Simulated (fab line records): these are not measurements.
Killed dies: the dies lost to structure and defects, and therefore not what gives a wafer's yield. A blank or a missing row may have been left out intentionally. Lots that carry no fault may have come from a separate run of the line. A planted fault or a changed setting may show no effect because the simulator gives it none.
A struck lot beside a sound one	flow sky130	17 steps out of a route of 708
Sound: wafers L592.1, L592.5, L592.6. Wafers struck: L600.2, L600.4, L600.5. At the end, the cause is stated.
Order at every step that has rows: each side's tool, ch and its chambers, its first start. Under that, the readings that differ: sound wafers	struck wafers	difference of the means	sigmas: that difference in standard deviations of wafers without a fault.
alike: readings with means less than 2 such deviations apart, plus words and numbers identical on both sides. not compared: withheld readings, readings lacking a value on some wafer, bounds such as >300 that could conceal the same value, and numbers that have no deviation in the record and whose values overlap.
The two part at a step that has a row with sigmas, a row that says differs or no value, or rows on one side only. Numbers that have no deviation but don't overlap get no sigmas and don't part them. Lack of a reading on every wafer of one side parts them only where that side has two or more wafers.

first, 1 step without rows for these wafers: SKY_LDD_N_IMPLANT_15.
SKY_LDD_N_STRIP_16: strips in O2/N2.
  sound on plasma_asher-04 ch 0,1, day 20 19:49; struck on plasma_asher-03 ch 1, day 23 18:13
  alike: drypump_motor_current_A, o2_flow_sccm, oes_product_au, strip_time_to_endpoint_s
  not compared: rf_hours_counter_h
SKY_LDD_N_TW_MEAS_17:
  sound: film_metro-03 at day 20 19:55; struck: film_metro-04 at day 23 18:20
  alike: LDD_N_TW
then, 7 steps without rows for these wafers: SKY_LDD_P_DEHYDRATE_00 (time 60 s); SKY_LDD_P_HMDS_01 (prime time 60 s); SKY_LDD_P_COAT_02 (resist thk 1140 nm); SKY_LDD_P_SOFTBAKE_03 (time 60 s); SKY_LDD_P_EXPOSE_04 (exposes mask PSDM, target cd 380 nm); SKY_LDD_P_PEB_05; SKY_LDD_P_DEVELOP_06 (develop time 61.09 s).
SKY_LDD_P_CD_MEAS_07: the cd target is 380 nm.
  sound: cd_sem-02 at day 22 01:55; struck: cd_sem-01 at day 24 23:42
  alike: cd_nm
SKY_LDD_P_OVL_MEAS_08:
  sound: overlay-02 at day 22 02:02; struck: overlay-01 at day 24 23:48
  alike: LDD_P_OVL
SKY_LDD_P_IMPLANT_09:
  sound on implanter-02 ch 0, day 22 02:04; struck on implanter-04 ch 0, day 24 23:52
reading	sound	struck	difference	sigmas
dose_ions_cm2	9.998e+12 1.0006e+13 1.0011e+13	7.309e+12 7.304e+12 7.294e+12	-2.703e+12	-99 or more
faraday_current_uA	56.8 55.8 56.5	41.0 41.2 41.7	-15.1	-15
  alike: beam_on_s
SKY_LDD_P_STRIP_10: strips in O2/N2.
  sound on plasma_asher-04 ch 0,1, day 22 02:13; struck on plasma_asher-02 ch 0,1, day 24 23:59
reading	sound	struck	difference	sigmas
o2_flow_sccm (sccm)	2994 3003 2996	3019 3009 3019	+18	+2
  alike: drypump_motor_current_A, oes_product_au, strip_time_to_endpoint_s
  not compared: rf_hours_counter_h
SKY_LDD_P_TW_MEAS_11:
  sound: film_metro-02 at day 22 02:19; struck: film_metro-02 at day 25 00:05
reading	sound	struck	difference	sigmas
LDD_P_TW	640 643 644	580 579 580	-63	-11
then, 1 step without rows for these wafers: SKY_LDD_HVN_DEHYDRATE_00 (time 60 s).
-- here the record skips 25 days between the struck wafers' starts before and after, leaving off in module LDD_HVN and picking up in module PAD_OPEN (first step shown: number 708 of the route) --
SKY_PAD_OPEN_PROBE_99:
  sound: prober-02 at day 47 18:24; struck: prober-02 at day 50 01:23
reading	sound	struck	difference	sigmas
model.etest.tip_p.rs_ohm_sq	6790 6774 6837	8823 8776 8812	+2003	
  alike: killed_at_M0_to_M3, killed_at_M4_up, killed_at_contacts, killed_at_front_end, killed_at_other, killed_dies, killed_open, killed_short
  not compared: model.etest.tip_p.rs_ohm_sq_range

== WHERE THEY PART ==
Earliest at SKY_LDD_P_IMPLANT_09; latest, in this record, at SKY_LDD_P_TW_MEAS_11. Later steps at which nothing parts them and some readings are alike: SKY_PAD_OPEN_PROBE_99.

WHY: the cause the simulator had injected
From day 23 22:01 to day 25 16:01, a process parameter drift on implanter-04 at SKY_LDD_P_IMPLANT_09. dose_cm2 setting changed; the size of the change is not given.
